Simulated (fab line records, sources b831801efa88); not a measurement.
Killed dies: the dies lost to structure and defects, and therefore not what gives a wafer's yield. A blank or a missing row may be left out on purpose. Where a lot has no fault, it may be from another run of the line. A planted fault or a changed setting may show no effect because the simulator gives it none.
fab line records -- flow gf180mcu
record lots=5, wafers=15, lastDay=33
route steps=602 shown VT_IMPLANT@97
lots untouched by any fault: they come from a run of this same line in which no faults occurred
startH: hours from the record's first day to the start of the lot's first wafer shown -- waitH: how many hours have passed since the lot's step before this one -- " the same as in the row above -- L1.1+2: a row that stands for several wafers -- - no value, or no start was given -- * or withheld: withheld -- < > ~ a bound
route shown NAME@n: a module of which the file shows steps, and the number in the route of the first -- usual: mean and standard deviation over wafers with no fault -- same: alike in all rows -- chamber/n: place in a boat -- sites: readings site by site -- _std_site: the standard deviation of these -- _edge_site: inner sites' mean taken away from outer sites' mean -- radiusMm: how far each site lies from the wafer's centre -- mask NAME#n: copy n -- behind: the tool/chamber that last shaped the wafer -- hold: what put the lot on hold/how long, in hours/how the hold closed -- device: which transistor (n, p or np) failed to switch -- end of line: the route-end tests of the same wafers -- a step without rows: its recipe alone -- killed: dies that structure and defects cost at the first sort, which is not the same as the wafer's yield -- map: dies across one wafer; x = killed, . = not, _ = none there
set.NAME: the run value of the setting; set.NAME@STEP: its run value at that earlier step -- model.NAME: the simulator's own value behind a step, which no gauge read
certain route steps with their lots: each step a table, each wafer a row
services: a tool's chamber out of use, with start hour (startH, from the record's first day; less than 0 if before it), hours out, and reason
## steps
# step GF_VT_IMPLANT_OVL_MEAS_07
# usual VT_IMPLANT_OVL=-0.8/1.2
lot.wafer,tool,chamber,startH,waitH,VT_IMPLANT_OVL[nm]
L076.3,overlay-01,-,123.62,0.1,-0.3
L076.4,overlay-01,-,123.62,0.1,-0.6
L076.6,overlay-01,-,123.62,0.1,-0.3
L083.1,overlay-02,-,165.96,0.1,1.3
L083.3,overlay-02,-,165.96,0.1,0.0
L083.4,overlay-02,-,165.96,0.1,-0.6
L084.3,overlay-01,-,171.07,0.1,1.6
L084.4,overlay-01,-,171.07,0.1,1.3
L084.6,overlay-01,-,171.07,0.1,0.4
L088.1,overlay-01,-,198.10,0.1,-1.3
L088.2,overlay-01,-,198.10,0.1,-2.9
L088.4,overlay-01,-,198.10,0.1,0.2
L093.3,overlay-01,-,227.90,0.1,-4.4
L093.4,overlay-01,-,227.90,0.1,-0.9
L093.6,overlay-01,-,227.90,0.1,-3.0
# step GF_VT_IMPLANT_IMPLANT_08
# recipe species=BF2, energyKev=20, doseCm2=8.29e+12, tiltDeg=7
lot.wafer,tool,chamber,startH,waitH
L076.3+4+6,implanter-02,0,123.69,0.1
L083.1+3+4,implanter-04,0,165.99,0.0
L084.3+4+6,implanter-02,0,171.14,0.1
L088.1+2+4,implanter-02,0,198.14,0.0
L093.3+4+6,implanter-01,0,227.98,0.1
# step GF_VT_IMPLANT_STRIP_09
# recipe chemistry=O2/N2, powerW=1400, pressureMtorr=1500, platenTempC=250, o2FlowSccm=3000, n2FlowSccm=300, overashFraction=0.5
# usual drypumpMotorCurrentA=5.8/0.48, heaterPowerW=315/21, oesProductAu=0.716/0.0045, stripTimeToEndpointS=12.63/0.036
lot.wafer,tool,chamber,startH,waitH,drypumpMotorCurrentA,heaterPowerW,oesProductAu,rfHoursCounterH,stripTimeToEndpointS
L076.3,plasmaAsher-04,0,123.83,0.1,6.3,329,0.720,-,12.66
L076.4,plasmaAsher-04,1,123.83,0.1,5.0,295,0.723,-,12.60
L076.6,plasmaAsher-04,1,123.83,0.1,4.9,303,0.713,-,12.60
L083.1,plasmaAsher-03,0,166.14,0.1,6.0,317,0.711,53,12.59
L083.3,plasmaAsher-03,0,166.14,0.1,6.0,311,0.720,-,12.60
L083.4,plasmaAsher-03,1,166.14,0.1,5.8,333,0.719,-,12.58
L084.3,plasmaAsher-04,1,171.28,0.1,4.9,302,0.712,-,12.61
L084.4,plasmaAsher-04,0,171.28,0.1,6.3,345,0.721,-,12.65
L084.6,plasmaAsher-04,1,171.28,0.1,5.0,303,0.717,-,12.65
L088.1,plasmaAsher-01,1,198.29,0.1,5.8,330,0.713,57,12.64
L088.2,plasmaAsher-01,0,198.29,0.1,6.0,274,0.721,57,12.68
L088.4,plasmaAsher-01,1,198.29,0.1,5.8,342,0.718,-,12.68
L093.3,plasmaAsher-01,0,228.11,0.1,6.0,276,0.712,-,12.57
L093.4,plasmaAsher-01,1,228.11,0.1,5.8,347,0.717,-,12.56
L093.6,plasmaAsher-01,0,228.11,0.1,6.0,272,0.715,-,12.55
# step GF_VT_IMPLANT_TW_MEAS_10
# usual VT_IMPLANT_TW=560/5
lot.wafer,tool,chamber,startH,waitH,VT_IMPLANT_TW
L076.3,filmMetro-02,-,123.91,0.1,558
L076.4,filmMetro-02,-,123.91,0.1,557
L076.6,filmMetro-02,-,123.91,0.1,555
L083.1,filmMetro-04,-,166.24,0.1,563
L083.3,filmMetro-04,-,166.24,0.1,563
L083.4,filmMetro-04,-,166.24,0.1,565
L084.3,filmMetro-02,-,171.37,0.1,560
L084.4,filmMetro-02,-,171.37,0.1,562
L084.6,filmMetro-02,-,171.37,0.1,561
L088.1,filmMetro-04,-,198.39,0.1,562
L088.2,filmMetro-04,-,198.39,0.1,562
L088.4,filmMetro-04,-,198.39,0.1,564
L093.3,filmMetro-02,-,228.20,0.1,564
L093.4,filmMetro-02,-,228.20,0.1,559
L093.6,filmMetro-02,-,228.20,0.1,563
# step GF_VT_IMPLANT_DEHYDRATE_11
# recipe tempC=200, timeS=60
lot.wafer,tool,chamber,startH,waitH
L076.3+4+6,lithoTrack-04,0,130.74,6.8
L083.1+3+4,lithoTrack-04,0,174.19,7.9
L084.3+4+6,lithoTrack-02,0,179.15,7.8
L088.1+2+4,lithoTrack-03,0,205.86,7.5
L093.3+4+6,lithoTrack-02,0,236.60,8.4
# step GF_VT_IMPLANT_HMDS_12
# recipe primeTimeS=60, primeTempC=120
lot.wafer,tool,chamber,startH,waitH
L076.3+4+6,lithoTrack-04,0,130.89,0.1
L083.1+3+4,lithoTrack-04,0,174.34,0.1
L084.3+4+6,lithoTrack-02,0,179.30,0.1
L088.1+2+4,lithoTrack-03,0,206.01,0.1
L093.3+4+6,lithoTrack-02,0,236.75,0.1
# step GF_VT_IMPLANT_COAT_13
# recipe resist=NOVOLAK, spinRpm=3000, resistThkNm=1000
lot.wafer,tool,chamber,startH,waitH
L076.3+4+6,lithoTrack-04,0,131.04,0.1
L083.1+3+4,lithoTrack-04,0,174.49,0.1
L084.3+4+6,lithoTrack-02,0,179.45,0.1
L088.1+2+4,lithoTrack-03,0,206.16,0.1
L093.3+4+6,lithoTrack-02,0,236.90,0.1
# step GF_VT_IMPLANT_SOFTBAKE_14
# recipe tempC=90, timeS=60, resist=NOVOLAK
lot.wafer,tool,chamber,startH,waitH
L076.3+4+6,lithoTrack-04,0,131.19,0.1
L083.1+3+4,lithoTrack-04,0,174.64,0.1
L084.3+4+6,lithoTrack-02,0,179.60,0.1
L088.1+2+4,lithoTrack-03,0,206.31,0.1
L093.3+4+6,lithoTrack-02,0,237.05,0.1
# step GF_VT_IMPLANT_EXPOSE_15
# recipe maskId=Nwell_LV_AREA, targetCdNm=860, na=0.6, sourceShape=conventional, sigmaOuter=0.6, doseMj=140
lot.wafer,tool,chamber,startH,waitH,mask
L076.3+4+6,ilineStepper-02,0,-,-,Nwell_LV_AREA#0
L083.1+3+4,ilineStepper-02,0,-,-,Nwell_LV_AREA#0
L084.3+4+6,ilineStepper-01,0,-,-,Nwell_LV_AREA#0
L088.1+2+4,ilineStepper-01,0,-,-,Nwell_LV_AREA#0
L093.3+4+6,ilineStepper-02,0,-,-,Nwell_LV_AREA#0
# step GF_VT_IMPLANT_PEB_16
# recipe tempC=withheld, timeS=*, resist=NOVOLAK
lot.wafer,tool,chamber,startH,waitH
L076.3+4+6,lithoTrack-03,0,-,-
L083.1+3+4,lithoTrack-02,0,-,-
L084.3+4+6,lithoTrack-03,0,-,-
L088.1+2+4,lithoTrack-02,0,-,-
L093.3+4+6,lithoTrack-03,0,-,-
# step GF_VT_IMPLANT_DEVELOP_17
# recipe developTimeS=60, devTempC=23
lot.wafer,tool,chamber,startH,waitH
L076.3+4+6,lithoTrack-03,0,138.51,0.1
L083.1+3+4,lithoTrack-02,0,183.05,0.1
L084.3+4+6,lithoTrack-03,0,187.76,0.1
L088.1+2+4,lithoTrack-02,0,214.95,0.1
L093.3+4+6,lithoTrack-03,0,245.51,0.1
# step GF_VT_IMPLANT_OVL_MEAS_18
# usual VT_IMPLANT_01_OVL=0.5/1.3
lot.wafer,tool,chamber,startH,waitH,VT_IMPLANT_01_OVL[nm]
L076.3,overlay-02,-,138.62,0.1,0.1
L076.4,overlay-02,-,138.62,0.1,0.8
L076.6,overlay-02,-,138.62,0.1,-0.1
L083.1,overlay-02,-,183.20,0.1,0.8
L083.3,overlay-02,-,183.20,0.1,0.1
L083.4,overlay-02,-,183.20,0.1,0.4
L084.3,overlay-01,-,187.87,0.1,-2.0
L084.4,overlay-01,-,187.87,0.1,-1.7
L084.6,overlay-01,-,187.87,0.1,1.5
L088.1,overlay-01,-,215.10,0.1,-0.8
L088.2,overlay-01,-,215.10,0.1,1.0
L088.4,overlay-01,-,215.10,0.1,-1.2
L093.3,overlay-01,-,245.62,0.1,0.8
L093.4,overlay-01,-,245.62,0.1,-1.0
L093.6,overlay-01,-,245.62,0.1,0.4
# step GF_VT_IMPLANT_IMPLANT_19
# recipe species=As, energyKev=100, doseCm2=4.35e+12, tiltDeg=7
lot.wafer,tool,chamber,startH,waitH
L076.3+4+6,implanter-01,0,138.69,0.1
L083.1+3+4,implanter-02,0,183.24,0.0
L084.3+4+6,implanter-01,0,187.94,0.1
L088.1+2+4,implanter-01,0,215.14,0.0
L093.3+4+6,implanter-04,0,245.69,0.1
# step GF_VT_IMPLANT_STRIP_20
# recipe chemistry=O2/N2, powerW=1400, pressureMtorr=1500, platenTempC=250, o2FlowSccm=3000, n2FlowSccm=300, overashFraction=0.5
# usual drypumpMotorCurrentA=5.8/0.4, heaterPowerW=316/20, oesProductAu=0.716/0.0045, stripTimeToEndpointS=12.62/0.034
lot.wafer,tool,chamber,startH,waitH,drypumpMotorCurrentA,heaterPowerW,oesProductAu,rfHoursCounterH,stripTimeToEndpointS
L076.3,plasmaAsher-03,1,138.83,0.1,5.8,329,0.712,-,12.63
L076.4,plasmaAsher-03,0,138.83,0.1,6.0,312,0.715,-,12.65
L076.6,plasmaAsher-03,1,138.83,0.1,5.8,332,0.714,-,12.62
L083.1,plasmaAsher-01,0,183.39,0.1,5.9,275,0.721,55,12.68
L083.3,plasmaAsher-01,0,183.39,0.1,5.9,281,0.714,-,12.68
L083.4,plasmaAsher-01,1,183.39,0.1,5.8,331,0.719,-,12.64
L084.3,plasmaAsher-01,0,188.08,0.1,5.9,269,0.707,-,12.63
L084.4,plasmaAsher-01,1,188.08,0.1,5.9,339,0.718,-,12.65
L084.6,plasmaAsher-01,1,188.08,0.1,5.8,333,0.714,-,12.67
L088.1,plasmaAsher-01,1,215.29,0.1,5.9,338,0.724,59,12.55
L088.2,plasmaAsher-01,0,215.29,0.1,5.9,281,0.721,59,12.59
L088.4,plasmaAsher-01,0,215.29,0.1,5.9,276,0.726,-,12.55
L093.3,plasmaAsher-03,1,245.83,0.1,5.8,323,0.717,-,12.62
L093.4,plasmaAsher-03,0,245.83,0.1,6.0,310,0.708,-,12.61
L093.6,plasmaAsher-03,0,245.83,0.1,6.0,312,0.711,-,12.59
# step GF_VT_IMPLANT_TW_MEAS_21
# usual VT_IMPLANT_2_TW=1200/12
lot.wafer,tool,chamber,startH,waitH,VT_IMPLANT_2_TW
L076.3,filmMetro-01,-,138.91,0.1,1182
L076.4,filmMetro-01,-,138.91,0.1,1184
L076.6,filmMetro-01,-,138.91,0.1,1188
L083.1,filmMetro-02,-,183.49,0.1,1211
L083.3,filmMetro-02,-,183.49,0.1,1214
L083.4,filmMetro-02,-,183.49,0.1,1209
L084.3,filmMetro-01,-,188.16,0.1,1189
L084.4,filmMetro-01,-,188.16,0.1,1190
L084.6,filmMetro-01,-,188.16,0.1,1187
L088.1,filmMetro-02,-,215.39,0.1,1208
L088.2,filmMetro-02,-,215.39,0.1,1205
L088.4,filmMetro-02,-,215.39,0.1,1206
L093.3,filmMetro-01,-,245.91,0.1,1191
L093.4,filmMetro-01,-,245.91,0.1,1189
L093.6,filmMetro-01,-,245.91,0.1,1192
## services
tool,chamber,startH,hours,kind
implanter-01,-,102.23,3.4,pm
plasmaAsher-01,-,102.50,1.2,repair
plasmaAsher-04,-,108.75,9.0,pm
plasmaAsher-04,0,108.75,9.0,ventCycle
plasmaAsher-04,1,108.75,9.0,ventCycle
implanter-01,-,117.94,1.1,repair
implanter-01,-,119.71,12.5,repair
ilineStepper-01,-,133.18,2.1,pm
implanter-02,-,135.17,5.1,repair
implanter-04,-,145.21,8.0,pm
ilineStepper-02,-,165.31,-,calibration
implanter-02,-,179.69,1.1,repair
implanter-01,-,183.09,2.7,pm
ilineStepper-01,-,188.55,6.3,repair
plasmaAsher-04,-,192.74,7.2,pm
ilineStepper-02,-,200.99,0.8,repair
ilineStepper-02,-,205.23,1.7,pm
plasmaAsher-01,-,207.17,0.4,repair
plasmaAsher-03,-,209.87,7.9,repair
implanter-04,-,218.60,2.4,repair
lithoTrack-04,-,229.93,-,consumableReplace:filter
implanter-02,-,233.29,1.2,repair
plasmaAsher-01,-,235.80,19.2,repair
ilineStepper-01,-,238.31,8.9,pm
## key
fault none
